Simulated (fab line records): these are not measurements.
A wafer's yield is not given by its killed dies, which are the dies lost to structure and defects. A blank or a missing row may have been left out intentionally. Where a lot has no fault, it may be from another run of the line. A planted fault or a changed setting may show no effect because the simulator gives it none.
One fault through the eyes of 2 desks -- flow gf180mcu -- what lay behind the numbers comes last; until then each desk has only its own

AT THE METROLOGY DESK
Means of the sampled wafers that have a number, per lot and without regard to the tool the lot ran on: this is what the gauges read. If a lot's mean is further than 4 standard deviations from the usual mean, the lot is out of limits and carries the mark OUT (the distance appears in the brackets). Shown here are 7 of its 9 readings, the ones lying furthest out on some lot.
Columns: A = V3_W_THK at GF_V3_THK_MEAS_25, usual 338 nm; B = M4_ALCU_RS at GF_M4_RS_MEAS_05, usual 0.0697 ohm/sq; C = M4_ALCU_THK at GF_M4_THK_MEAS_06, usual 447 nm; D = cd_nm at GF_M4_CD_MEAS_14, usual 280.1 nm; E = M4_OVL at GF_M4_OVL_MEAS_15, usual 0 nm; F = V4_CVD_00_THK at GF_V4_THK_MEAS_01, usual 602 nm; G = V4_BOW at GF_V4_BOW_MEAS_05, usual 134 um
lot,first seen here,A,B,C,D,E,F,G
L987,day 25 07:28,341,0.0708,440,281.0,5,610,136
L988,day 25 13:50,329,0.0709,441,281.3,-9,610,118
L999,day 29 04:40,338,0.0689,452,280.3,-1,611,140
L100,day 29 08:54,342,0.0694,449,281.0,-4,600,141
L102,day 30 02:47,338,0.0706,445,277.5,5,607,126
This desk's verdict: no lot among the 5 shows anything out of limits.

DESK OF THE TOOL OWNER: pvd_sputter-03
At GF_M4_SPUTTER_04 (material TiN, target thk 50 nm, time 41.7 s) the tool's own readings: per lot run on this tool, the mean of the sampled wafers that have a number. If a lot's mean is further than 4 standard deviations from the usual mean, the lot is out of limits and carries the mark OUT (the distance appears in the brackets).
Columns: A = chamber_pressure_pa at GF_M4_SPUTTER_04, usual 0.3999 Pa; B = throttle_valve_pct at GF_M4_SPUTTER_04, usual 30.3 %
lot,first seen here,A,B
L987,day 25 08:08,0.4002,30.2
This desk's finding: nothing out of limits on the one lot.

PUT TOGETHER
Nothing out of limits was seen by the metrology desk.
Nothing out of limits was seen by the tool owner's desk.

WHAT WAS PUT IN BY THE SIMULATOR
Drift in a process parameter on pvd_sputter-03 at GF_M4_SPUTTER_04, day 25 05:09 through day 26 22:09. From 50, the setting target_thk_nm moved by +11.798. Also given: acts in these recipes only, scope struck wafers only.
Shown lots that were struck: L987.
